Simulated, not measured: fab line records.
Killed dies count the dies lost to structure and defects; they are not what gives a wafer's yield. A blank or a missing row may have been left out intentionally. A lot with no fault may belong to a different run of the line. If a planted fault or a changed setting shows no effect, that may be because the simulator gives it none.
Matching of chambers | flow sfqLine | 4 sister chambers for SFQ_TRILAYER_A5B_CMP_CMP_130 on cmp-01
The step polishes, stops on Nb, target thk 340.7 nm. 4 wafers are shown with their chamber, then 7 later ones without.

WAFERS WITH THEIR CHAMBER
wafer  | chamber | motorCurrentA (A)
L965.6 | 0       | 9.6
L966.3 | 1       | 10.5
L967.4 | 3       | 9.6
L967.1 | 2       | 10.3

WAFERS WITHOUT THEIR CHAMBER
wafer  | motorCurrentA (A)
L967.6 | 10.0
L976.2 | 11.0
L976.5 | 10.7
L976.6 | 9.7
L979.3 | 11.4
L979.4 | 10.2
L979.5 | 9.8

EACH ONE'S CHAMBER
wafer  | from the rows above               | in truth
L967.6 | can't be placed: 2 or 0 or 3 or 1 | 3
L976.2 | can't be placed: 1 or 2           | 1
L976.5 | can't be placed: 1 or 2           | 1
L976.6 | can't be placed: 0 or 3 or 2 or 1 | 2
L979.3 | can't be placed: 1 or 2           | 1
L979.4 | can't be placed: 2 or 1 or 0 or 3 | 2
L979.5 | can't be placed: 0 or 3 or 2 or 1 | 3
Placed correctly: 0 of 7. Unplaceable from these rows: 7, with the true chamber sitting among the candidates in 7. Placed wrongly: 0.
How it was worked out, from the rows above alone: a wafer's distance from a chamber is the root of the sum, over the readings, of the square of ((its reading less the chamber's mean) divided by the reading's scatter). If the next closest chamber is less than 2 further off than the closest, the wafer can't be placed; otherwise it belongs to the closest. Each chamber's mean is taken over the wafers shown for it. The scatter: root of mean squared gap, hidden wafer to nearest shown wafer, with one shown wafer a chamber.
